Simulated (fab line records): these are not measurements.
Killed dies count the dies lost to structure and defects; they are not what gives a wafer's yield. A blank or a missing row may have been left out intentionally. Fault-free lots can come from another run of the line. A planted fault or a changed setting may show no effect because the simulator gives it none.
fab line records | flow sky130 | part 1 of 2: steps 1 to 33 of 45
[record] lots = 5 wafers = 15 lastDay = 49
route steps=708 shown VT_ADJUST_LVTN@117 VT_ADJUST_NCORE@119 VT_ADJUST_HVTR@131 VT_ADJUST_PCH@143 SONOS_TUNNEL@154
lots untouched by any fault: they come from a run of this same line in which no faults occurred
startH: hours from the record's opening day to when the first of the lot's shown wafers began | waitH: how many hours have passed since the lot's step before this one | " the same as in the row above | L1.1+2: several wafers, shown together as one row | - no value present, or no start provided | * or withheld: withheld | < > ~ a bound
route shown NAME@n: names a module that has steps shown in the file, with the first one's number in the route | usual: mean/standard deviation of fault-free wafers | same: alike in all rows | chamber/n: place in a boat | sites: per-site readings | _std_site: how widely they spread, as a standard deviation | _edge_site: inner sites' mean taken away from outer sites' mean | radiusMm: how far each site lies from the wafer's centre | mask NAME#n: copy n | behind: the last tool/chamber to shape the wafer | hold: reason for holding the lot/hours on hold/outcome of the hold | device: which transistor (n, p or np) failed to switch | end of line: the tests these same wafers got at the end of their route | a step without rows: its recipe alone | killed: dies lost to structure and defects at the first sort, not the wafer's yield | map: dies across one wafer; x = killed, . = not, _ = none there
set.NAME: the setting as run; set.NAME@STEP: as run at that earlier step | model.NAME: the simulator's own value behind a step, which no gauge read
lots at selected steps of the route; one table per step, one row per wafer
services: when a tool's chamber went out of use (startH, in hours from the record's first day, below 0 if earlier), for how many hours, and the reason
[[steps]]
[step SKY_VT_ADJUST_LVTN_STRIP_20]
[recipe] chemistry = O2/N2 powerW = 1400 pressureMtorr = 1500 platenTempC = withheld o2FlowSccm = 3000 n2FlowSccm = 300 overashFraction = 0.5
[usual] chamberPressureMTorr = 1500/4.1 drypumpMotorCurrentA = 5.7/0.48 oesProductAu = 0.716/0.0044 stripTimeToEndpointS = 14.17/0.043
[same] overashFraction = 0.5
// columns lot.wafer tool chamber startH waitH chamberPressureMTorr drypumpMotorCurrentA oesProductAu rfHoursCounterH stripTimeToEndpointS
L074.2 plasmaAsher-01 0 167.73 0.1 1497 6.4 0.719 48 14.23
L074.4 " 0 " " 1500 6.3 0.716 - 14.20
L074.5 " 0 " " 1503 6.3 0.708 - 14.20
L076.1 plasmaAsher-02 1 174.32 0.1 1499 6.1 0.707 5 14.19
L076.3 " 1 " " 1502 6.1 0.719 - 14.19
L076.6 " 0 " " 1501 5.0 0.714 - 14.20
L077.2 plasmaAsher-01 0 181.17 0.1 1500 6.4 0.716 50 14.20
L077.3 " 1 " " 1502 5.7 0.711 - 14.19
L077.6 " 1 " " 1497 5.7 0.711 - 14.20
L080.2 plasmaAsher-01 1 200.97 0.1 1499 5.6 0.719 52 14.14
L080.5 " 1 " " 1499 5.6 0.724 - 14.14
L080.6 " 0 " " 1499 6.3 0.716 - 14.11
L092.2 plasmaAsher-03 1 288.17 0.1 1501 6.0 0.713 58 14.13
L092.3 " 1 " " 1498 6.1 0.712 - 14.14
L092.5 " 0 " " 1500 5.2 0.715 - 14.07
[step SKY_VT_ADJUST_LVTN_TW_MEAS_21]
[usual] VT_ADJUST_LVTN_2_TW = 189.6/2.1
// columns lot.wafer tool chamber startH waitH VT_ADJUST_LVTN_2_TW
L074.2 filmMetro-01 - 167.84 0.1 191.1
L074.4 " - " " 191.2
L074.5 " - " " 191.4
L076.1 filmMetro-01 - 174.42 0.1 191.4
L076.3 " - " " 192.2
L076.6 " - " " 191.3
L077.2 filmMetro-02 - 181.28 0.1 189.7
L077.3 " - " " 189.8
L077.6 " - " " 189.4
L080.2 filmMetro-01 - 201.08 0.1 191.8
L080.5 " - " " 190.1
L080.6 " - " " 190.4
L092.2 filmMetro-01 - 288.28 0.1 192.7
L092.3 " - " " 191.9
L092.5 " - " " 192.2
[step SKY_VT_ADJUST_NCORE_DEHYDRATE_00]
[recipe] tempC = 200 timeS = 60
// columns lot.wafer tool chamber startH waitH
L074.2+4+5 lithoTrack-03 0 177.06 9.2
L076.1+3+6 lithoTrack-03 0 184.68 10.3
L077.2+3+6 lithoTrack-03 0 190.71 9.4
L080.2+5+6 lithoTrack-04 0 211.87 10.8
L092.2+3+5 lithoTrack-02 0 299.66 11.4
[step SKY_VT_ADJUST_NCORE_HMDS_01]
[recipe] primeTimeS = 60 primeTempC = 120
// columns lot.wafer tool chamber startH waitH
L074.2+4+5 lithoTrack-03 0 177.21 0.1
L076.1+3+6 lithoTrack-03 0 184.83 0.1
L077.2+3+6 lithoTrack-03 0 190.86 0.1
L080.2+5+6 lithoTrack-04 0 212.02 0.1
L092.2+3+5 lithoTrack-02 0 299.81 0.1
[step SKY_VT_ADJUST_NCORE_COAT_02]
[recipe] resist = NOVOLAK spinRpm = 3000 resistThkNm = 1121
// columns lot.wafer tool chamber startH waitH
L074.2+4+5 lithoTrack-03 0 177.36 0.1
L076.1+3+6 lithoTrack-03 0 184.98 0.1
L077.2+3+6 lithoTrack-03 0 191.01 0.1
L080.2+5+6 lithoTrack-04 0 212.17 0.1
L092.2+3+5 lithoTrack-02 0 299.96 0.1
[step SKY_VT_ADJUST_NCORE_SOFTBAKE_03]
[recipe] tempC = 90 timeS = 60 resist = NOVOLAK
// columns lot.wafer tool chamber startH waitH
L074.2+4+5 lithoTrack-03 0 177.51 0.1
L076.1+3+6 lithoTrack-03 0 185.13 0.1
L077.2+3+6 lithoTrack-03 0 191.16 0.1
L080.2+5+6 lithoTrack-04 0 212.32 0.1
L092.2+3+5 lithoTrack-02 0 300.11 0.1
[step SKY_VT_ADJUST_NCORE_EXPOSE_04]
[recipe] maskId = LVTN_COMPLEMENT_THIN na = 0.6 sourceShape = conventional sigmaOuter = 0.6 polarization = unpolarized targetCdNm = 380 doseMj = 139
// columns lot.wafer tool chamber startH waitH mask
L074.2+4+5 ilineStepper-01 0 - - LVTN_COMPLEMENT_THIN#0
L076.1+3+6 ilineStepper-01 0 - - LVTN_COMPLEMENT_THIN#0
L077.2+3+6 ilineStepper-02 0 - - LVTN_COMPLEMENT_THIN#0
L080.2+5+6 ilineStepper-02 0 - - LVTN_COMPLEMENT_THIN#0
L092.2+3+5 ilineStepper-02 0 - - LVTN_COMPLEMENT_THIN#0
[step SKY_VT_ADJUST_NCORE_PEB_05]
[recipe] tempC = withheld timeS = * resist = NOVOLAK
// columns lot.wafer tool chamber startH waitH
L074.2+4+5 lithoTrack-02 0 - -
L076.1+3+6 lithoTrack-03 0 - -
L077.2+3+6 lithoTrack-03 0 - -
L080.2+5+6 lithoTrack-03 0 - -
L092.2+3+5 lithoTrack-03 0 - -
[step SKY_VT_ADJUST_NCORE_DEVELOP_06]
[recipe] resist = NOVOLAK developer = TMAH developTimeS = 60 devTempC = 23
// columns lot.wafer tool chamber startH waitH
L074.2+4+5 lithoTrack-02 0 188.11 0.1
L076.1+3+6 lithoTrack-03 0 194.48 0.1
L077.2+3+6 lithoTrack-03 0 202.56 0.1
L080.2+5+6 lithoTrack-03 0 223.36 0.1
L092.2+3+5 lithoTrack-03 0 312.75 0.1
[step SKY_VT_ADJUST_NCORE_CD_MEAS_07]
[recipe] targetCdNm = 380
[usual] cdNm = 380.3/2.1
// columns lot.wafer tool chamber startH waitH cdNm
L074.2 cdSem-02 - 188.25 0.1 379.9
L074.4 " - " " 382.0
L074.5 " - " " 377.4
L076.1 cdSem-01 - 194.63 0.1 380.4
L076.3 " - " " 381.1
L076.6 " - " " 381.3
L077.2 cdSem-01 - 202.70 0.1 379.8
L077.3 " - " " 380.4
L077.6 " - " " 376.2
L080.2 cdSem-01 - 223.50 0.1 379.2
L080.5 " - " " 383.1
L080.6 " - " " 382.9
L092.2 cdSem-02 - 312.90 0.1 377.9
L092.3 " - " " 377.7
L092.5 " - " " 380.9
[step SKY_VT_ADJUST_NCORE_OVL_MEAS_08]
[usual] VT_ADJUST_NCORE_OVL = 0.4/1.4
// columns lot.wafer tool chamber startH waitH VT_ADJUST_NCORE_OVL[nm]
L074.2 overlay-02 - 188.36 0.1 4.0
L074.4 " - " " 0.4
L074.5 " - " " 3.2
L076.1 overlay-02 - 194.75 0.1 -0.8
L076.3 " - " " 0.5
L076.6 " - " " 0.1
L077.2 overlay-02 - 202.81 0.1 1.7
L077.3 " - " " 0.5
L077.6 " - " " 2.9
L080.2 overlay-02 - 223.61 0.1 1.9
L080.5 " - " " 0.8
L080.6 " - " " 1.4
L092.2 overlay-01 - 313.01 0.1 -2.5
L092.3 " - " " -0.4
L092.5 " - " " -0.1
[step SKY_VT_ADJUST_NCORE_IMPLANT_09]
[recipe] species = B energyKev = 10 doseCm2 = 2.4e+12 tiltDeg = withheld
[usual] beamEnergyKeV = 9.9991/0.0028 faradayCurrentUA = 13.50/0.29
// columns lot.wafer tool chamber startH waitH beamEnergyKeV faradayCurrentUA
L074.2 implanter-04 0 188.41 0.0 10.005 13.70
L074.4 " 0 " " 9.9967 13.44
L074.5 " 0 " " 9.9985 13.41
L076.1 implanter-04 0 194.79 0.0 9.9967 13.31
L076.3 " 0 " " 9.9941 13.65
L076.6 " 0 " " 9.9948 13.58
L077.2 implanter-03 0 202.86 0.0 9.9980 13.40
L077.3 " 0 " " 9.9958 13.71
L077.6 " 0 " " 9.9949 12.96
L080.2 implanter-01 0 223.66 0.0 10.001 13.69
L080.5 " 0 " " 9.9978 13.32
L080.6 " 0 " " 10.004 13.45
L092.2 implanter-03 0 313.06 0.0 10.001 13.43
L092.3 " 0 " " 9.9987 13.22
L092.5 " 0 " " 9.9970 13.31
[step SKY_VT_ADJUST_NCORE_STRIP_10]
[recipe] chemistry = O2/N2 powerW = 1400 pressureMtorr = 1500 platenTempC = withheld o2FlowSccm = 3000 n2FlowSccm = 300 overashFraction = 0.5
[usual] chamberPressureMTorr = 1499.8/1.3 drypumpMotorCurrentA = 5.5/0.47 oesProductAu = 0.715/0.0047 stripTimeToEndpointS = 13.94/0.034
[same] overashFraction = 0.5
// columns lot.wafer tool chamber startH waitH chamberPressureMTorr drypumpMotorCurrentA oesProductAu rfHoursCounterH stripTimeToEndpointS
L074.2 plasmaAsher-04 0 188.54 0.1 1498.2 5.0 0.714 39 14.02
L074.4 " 1 " " 1501.8 5.2 0.707 - 14.00
L074.5 " 0 " " 1497.9 5.0 0.717 - 13.95
L076.1 plasmaAsher-02 1 194.94 0.1 1499.5 6.1 0.708 7 13.96
L076.3 " 1 " " 1497.0 6.1 0.717 - 13.92
L076.6 " 1 " " 1501.9 6.1 0.721 - 13.91
L077.2 plasmaAsher-02 1 202.99 0.1 1500.7 6.1 0.718 8 13.89
L077.3 " 0 " " 1498.4 5.0 0.720 - 13.89
L077.6 " 0 " " 1500.8 5.0 0.722 - 13.93
L080.2 plasmaAsher-03 1 223.79 0.1 1499.0 6.1 0.711 51 13.97
L080.5 " 1 " " 1499.7 6.1 0.713 - 13.93
L080.6 " 0 " " 1498.4 5.2 0.713 - 13.94
L092.2 plasmaAsher-02 1 313.19 0.1 1498.4 6.1 0.712 18 13.99
L092.3 " 1 " " 1498.4 6.1 0.714 - 13.96
L092.5 " 1 " " 1499.6 6.1 0.710 - 14.00
[step SKY_VT_ADJUST_NCORE_TW_MEAS_11]
[usual] VT_ADJUST_NCORE_TW = 219.1/2.7
// columns lot.wafer tool chamber startH waitH VT_ADJUST_NCORE_TW
L074.2 filmMetro-02 - 188.65 0.1 220.5
L074.4 " - " " 221.3
L074.5 " - " " 219.8
L076.1 filmMetro-04 - 195.04 0.1 221.7
L076.3 " - " " 221.5
L076.6 " - " " 222.5
L077.2 filmMetro-03 - 203.10 0.1 215.7
L077.3 " - " " 215.4
L077.6 " - " " 215.7
L080.2 filmMetro-03 - 223.90 0.1 216.3
L080.5 " - " " 215.8
L080.6 " - " " 215.2
L092.2 filmMetro-04 - 313.30 0.1 223.3
L092.3 " - " " 222.1
L092.5 " - " " 221.8
[step SKY_VT_ADJUST_HVTR_DEHYDRATE_00]
[recipe] tempC = 200 timeS = 60
// columns lot.wafer tool chamber startH waitH
L074.2+4+5 lithoTrack-03 0 197.91 9.2
L076.1+3+6 lithoTrack-04 0 205.54 10.5
L077.2+3+6 lithoTrack-04 0 213.47 10.4
L080.2+5+6 lithoTrack-03 0 234.15 10.2
L092.2+3+5 lithoTrack-01 0 325.66 12.4
[step SKY_VT_ADJUST_HVTR_HMDS_01]
[recipe] primeTimeS = 60 primeTempC = 120
// columns lot.wafer tool chamber startH waitH
L074.2+4+5 lithoTrack-03 0 198.06 0.1
L076.1+3+6 lithoTrack-04 0 205.69 0.1
L077.2+3+6 lithoTrack-04 0 213.62 0.1
L080.2+5+6 lithoTrack-03 0 234.30 0.1
L092.2+3+5 lithoTrack-01 0 325.81 0.1
[step SKY_VT_ADJUST_HVTR_COAT_02]
[recipe] resist = NOVOLAK spinRpm = 3000 resistThkNm = 1140
// columns lot.wafer tool chamber startH waitH
L074.2+4+5 lithoTrack-03 0 198.21 0.1
L076.1+3+6 lithoTrack-04 0 205.84 0.1
L077.2+3+6 lithoTrack-04 0 213.77 0.1
L080.2+5+6 lithoTrack-03 0 234.45 0.1
L092.2+3+5 lithoTrack-01 0 325.96 0.1
[step SKY_VT_ADJUST_HVTR_SOFTBAKE_03]
[recipe] tempC = 90 timeS = 60 resist = NOVOLAK
// columns lot.wafer tool chamber startH waitH
L074.2+4+5 lithoTrack-03 0 198.36 0.1
L076.1+3+6 lithoTrack-04 0 205.99 0.1
L077.2+3+6 lithoTrack-04 0 213.92 0.1
L080.2+5+6 lithoTrack-03 0 234.60 0.1
L092.2+3+5 lithoTrack-01 0 326.11 0.1
[step SKY_VT_ADJUST_HVTR_EXPOSE_04]
[recipe] maskId = HVTRM targetCdNm = 380 na = 0.6 sourceShape = conventional sigmaOuter = 0.6 doseMj = 150
// columns lot.wafer tool chamber startH waitH mask
L074.2+4+5 ilineStepper-02 0 - - HVTRM#0
L076.1+3+6 ilineStepper-01 0 - - HVTRM#0
L077.2+3+6 ilineStepper-01 0 - - HVTRM#0
L080.2+5+6 ilineStepper-02 0 - - HVTRM#0
L092.2+3+5 ilineStepper-01 0 - - HVTRM#0
[step SKY_VT_ADJUST_HVTR_PEB_05]
[recipe] tempC = withheld timeS = * resist = NOVOLAK
// columns lot.wafer tool chamber startH waitH
L074.2+4+5 lithoTrack-01 0 - -
L076.1+3+6 lithoTrack-04 0 - -
L077.2+3+6 lithoTrack-03 0 - -
L080.2+5+6 lithoTrack-01 0 - -
L092.2+3+5 lithoTrack-03 0 - -
[step SKY_VT_ADJUST_HVTR_DEVELOP_06]
[recipe] developTimeS = 60 devTempC = 23
// columns lot.wafer tool chamber startH waitH
L074.2+4+5 lithoTrack-01 0 209.91 0.1
L076.1+3+6 lithoTrack-04 0 216.79 0.1
L077.2+3+6 lithoTrack-03 0 224.61 0.1
L080.2+5+6 lithoTrack-01 0 245.96 0.1
L092.2+3+5 lithoTrack-03 0 339.10 0.1
[step SKY_VT_ADJUST_HVTR_CD_MEAS_07]
[recipe] targetCdNm = 380
[usual] cdNm = 380/3.2
// columns lot.wafer tool chamber startH waitH cdNm
L074.2 cdSem-01 - 210.05 0.1 376
L074.4 " - " " 375
L074.5 " - " " 376
L076.1 cdSem-02 - 216.94 0.1 380
L076.3 " - " " 378
L076.6 " - " " 380
L077.2 cdSem-01 - 224.75 0.1 380
L077.3 " - " " 384
L077.6 " - " " 380
L080.2 cdSem-01 - 246.10 0.1 375
L080.5 " - " " 373
L080.6 " - " " 374
L092.2 cdSem-01 - 339.25 0.1 377
L092.3 " - " " 378
L092.5 " - " " 380
[step SKY_VT_ADJUST_HVTR_OVL_MEAS_08]
[usual] VT_ADJUST_HVTR_OVL = -0.3/1.4
// columns lot.wafer tool chamber startH waitH VT_ADJUST_HVTR_OVL[nm]
L074.2 overlay-01 - 210.16 0.1 1.2
L074.4 " - " " 3.0
L074.5 " - " " 0.8
L076.1 overlay-01 - 217.06 0.1 -1.9
L076.3 " - " " -2.0
L076.6 " - " " -2.1
L077.2 overlay-02 - 224.86 0.1 -0.5
L077.3 " - " " -1.3
L077.6 " - " " -1.5
L080.2 overlay-01 - 246.21 0.1 -0.2
L080.5 " - " " -1.6
L080.6 " - " " 0.6
L092.2 overlay-01 - 339.35 0.1 1.6
L092.3 " - " " 1.2
L092.5 " - " " 2.8
[step SKY_VT_ADJUST_HVTR_IMPLANT_09]
[recipe] species = B energyKev = 10 doseCm2 = 2.121e+12 tiltDeg = withheld
[usual] beamEnergyKeV = 10.000/0.0027 faradayCurrentUA = 11.96/0.26
// columns lot.wafer tool chamber startH waitH beamEnergyKeV faradayCurrentUA
L074.2 implanter-04 0 210.22 0.0 10.002 12.48
L074.4 " 0 " " 9.9985 12.09
L074.5 " 0 " " 10.002 11.97
L076.1 implanter-02 0 217.10 0.0 10.003 12.11
L076.3 " 0 " " 10.002 11.99
L076.6 " 0 " " 9.9985 11.80
L077.2 implanter-02 0 224.91 0.0 9.9977 11.73
L077.3 " 0 " " 9.9977 11.88
L077.6 " 0 " " 10.002 12.51
L080.2 implanter-04 0 246.27 0.0 10.001 12.04
L080.5 " 0 " " 10.001 11.88
L080.6 " 0 " " 10.005 11.74
L092.2 implanter-04 0 339.41 0.0 9.9999 12.24
L092.3 " 0 " " 9.9988 12.06
L092.5 " 0 " " 10.003 11.70
[step SKY_VT_ADJUST_HVTR_STRIP_10]
[recipe] chemistry = O2/N2 powerW = 1400 pressureMtorr = 1500 platenTempC = withheld o2FlowSccm = 3000 n2FlowSccm = 300 overashFraction = 0.5
[usual] chamberPressureMTorr = 1499.8/1.2 drypumpMotorCurrentA = 5.6/0.48 oesProductAu = 0.715/0.0045 stripTimeToEndpointS = 14.17/0.045
[same] overashFraction = 0.5
// columns lot.wafer tool chamber startH waitH chamberPressureMTorr drypumpMotorCurrentA oesProductAu rfHoursCounterH stripTimeToEndpointS
L074.2 plasmaAsher-04 1 210.34 0.1 1499.7 5.2 0.717 41 14.22
L074.4 " 1 " " 1499.0 5.2 0.710 - 14.25
L074.5 " 1 " " 1500.5 5.2 0.711 - 14.23
L076.1 plasmaAsher-04 0 217.25 0.1 1499.1 5.0 0.718 42 14.12
L076.3 " 0 " " 1499.1 5.0 0.708 - 14.17
L076.6 " 0 " " 1499.8 5.0 0.715 - 14.15
L077.2 plasmaAsher-03 1 225.04 0.1 1499.6 6.1 0.718 52 14.14
L077.3 " 0 " " 1500.8 5.2 0.722 - 14.16
L077.6 " 1 " " 1500.1 6.1 0.721 - 14.15
L080.2 plasmaAsher-03 1 246.39 0.1 1499.5 6.1 0.717 54 14.20
L080.5 " 0 " " 1499.9 5.3 0.710 - 14.17
L080.6 " 1 " " 1501.4 6.1 0.718 - 14.20
L092.2 plasmaAsher-03 1 339.53 0.1 1498.0 6.1 0.715 63 14.20
L092.3 " 0 " " 1498.4 5.2 0.717 - 14.18
L092.5 " 1 " " 1502.4 6.1 0.711 - 14.18
[step SKY_VT_ADJUST_HVTR_TW_MEAS_11]
[usual] VT_ADJUST_HVTR_TW = 214.4/1.3
// columns lot.wafer tool chamber startH waitH VT_ADJUST_HVTR_TW
L074.2 filmMetro-01 - 210.45 0.1 215.2
L074.4 " - " " 214.9
L074.5 " - " " 214.6
L076.1 filmMetro-02 - 217.35 0.1 212.4
L076.3 " - " " 213.1
L076.6 " - " " 214.1
L077.2 filmMetro-04 - 225.15 0.1 214.4
L077.3 " - " " 214.5
L077.6 " - " " 214.5
L080.2 filmMetro-01 - 246.50 0.1 214.9
L080.5 " - " " 214.1
L080.6 " - " " 214.1
L092.2 filmMetro-01 - 339.64 0.1 215.0
L092.3 " - " " 215.4
L092.5 " - " " 215.7
[step SKY_VT_ADJUST_PCH_DEHYDRATE_00]
[recipe] tempC = 200 timeS = 60
// columns lot.wafer tool chamber startH waitH
L074.2+4+5 lithoTrack-02 0 220.66 10.2
L076.1+3+6 lithoTrack-04 0 227.69 10.3
L077.2+3+6 lithoTrack-04 0 235.82 10.7
L080.2+5+6 lithoTrack-01 0 257.96 11.4
L092.2+3+5 lithoTrack-01 0 352.81 13.2
[step SKY_VT_ADJUST_PCH_HMDS_01]
[recipe] primeTimeS = 60 primeTempC = 120
// columns lot.wafer tool chamber startH waitH
L074.2+4+5 lithoTrack-02 0 220.81 0.1
L076.1+3+6 lithoTrack-04 0 227.84 0.1
L077.2+3+6 lithoTrack-04 0 235.97 0.1
L080.2+5+6 lithoTrack-01 0 258.11 0.1
L092.2+3+5 lithoTrack-01 0 352.96 0.1
[step SKY_VT_ADJUST_PCH_COAT_02]
[recipe] spinRpm = 2000 resistThkNm = 3000
// columns lot.wafer tool chamber startH waitH
L074.2+4+5 lithoTrack-02 0 220.96 0.1
L076.1+3+6 lithoTrack-04 0 227.99 0.1
L077.2+3+6 lithoTrack-04 0 236.12 0.1
L080.2+5+6 lithoTrack-01 0 258.26 0.1
L092.2+3+5 lithoTrack-01 0 353.11 0.1
[step SKY_VT_ADJUST_PCH_SOFTBAKE_03]
[recipe] tempC = 110 timeS = withheld
// columns lot.wafer tool chamber startH waitH
L074.2+4+5 lithoTrack-02 0 221.12 0.1
L076.1+3+6 lithoTrack-04 0 228.14 0.1
L077.2+3+6 lithoTrack-04 0 236.27 0.1
L080.2+5+6 lithoTrack-01 0 258.42 0.1
L092.2+3+5 lithoTrack-01 0 353.27 0.1
[step SKY_VT_ADJUST_PCH_EXPOSE_04]
[recipe] maskId = NWM na = 0.6 sourceShape = conventional sigmaOuter = 0.6 polarization = unpolarized targetCdNm = 840 doseMj = 255
// columns lot.wafer tool chamber startH waitH mask
L074.2+4+5 ilineStepper-01 0 - - NWM#0
L076.1+3+6 ilineStepper-02 0 - - NWM#0
L077.2+3+6 ilineStepper-01 0 - - NWM#0
L080.2+5+6 ilineStepper-02 0 - - NWM#0
L092.2+3+5 ilineStepper-02 0 - - NWM#0
[step SKY_VT_ADJUST_PCH_PEB_05]
[recipe] tempC = 115 timeS = withheld
// columns lot.wafer tool chamber startH waitH
L074.2+4+5 lithoTrack-02 0 - -
L076.1+3+6 lithoTrack-01 0 - -
L077.2+3+6 lithoTrack-04 0 - -
L080.2+5+6 lithoTrack-02 0 - -
L092.2+3+5 lithoTrack-02 0 - -
[step SKY_VT_ADJUST_PCH_DEVELOP_06]
[recipe] wallAngleDeg = 90 developer = TMAH developTimeS = 60 devTempC = 23
// columns lot.wafer tool chamber startH waitH
L074.2+4+5 lithoTrack-02 0 - -
L076.1+3+6 lithoTrack-01 0 - -
L077.2+3+6 lithoTrack-04 0 - -
L080.2+5+6 lithoTrack-02 0 - -
L092.2+3+5 lithoTrack-02 0 - -
